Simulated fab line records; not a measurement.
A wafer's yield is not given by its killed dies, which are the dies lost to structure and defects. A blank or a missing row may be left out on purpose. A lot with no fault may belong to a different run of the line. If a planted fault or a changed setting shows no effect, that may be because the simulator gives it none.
Chamber matching ; flow sky130 ; pecvd-03 running SKY_CONTACT_CVD_00: 3 sister chambers
The step deposits Si3N4, target thk 75 nm. 6 wafers are shown with their chamber, then 7 later ones without.

WAFERS PAIRED WITH THEIR CHAMBERS
wafer;chamber;heaterPowerW (W);susceptorTempC (C)
L843.6;1;828;399.70
L849.4;2;699;400.06
L851.2;2;687;400.04
L851.6;0;597;400.15
L855.1;0;673;399.88
L855.3;1;818;399.89

WAFERS WITH NO CHAMBER GIVEN
wafer;heaterPowerW (W);susceptorTempC (C)
L855.4;679;399.81
L858.1;893;400.12
L858.2;638;400.02
L858.4;645;399.89
L859.2;620;400.23
L859.4;887;399.93
L859.5;658;399.70

THE CHAMBER EACH PASSED THROUGH
wafer;from the rows above;in truth
L855.4;can't be placed: 2 or 0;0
L858.1;1;1
L858.2;can't be placed: 0 or 2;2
L858.4;can't be placed: 0 or 2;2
L859.2;can't be placed: 0 or 2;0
L859.4;1;1
L859.5;can't be placed: 0 or 2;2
2 of 7 placed correctly. Not placeable from these rows: 5 (in 5, the candidates include the true chamber). Number placed wrongly: 0.
How it was worked out, from the rows above alone: a wafer's distance from a chamber is the root of the sum, over the readings, of the square of ((its reading less the chamber's mean) divided by the reading's scatter). The wafer belongs to the nearest chamber; if the next one is less than 2 further off, it can't be placed. A chamber's mean is the mean of its shown wafers. The scatter: the root of (the sum of the squares of (reading less its chamber's mean) over the shown wafers, divided by (wafers less chambers)).
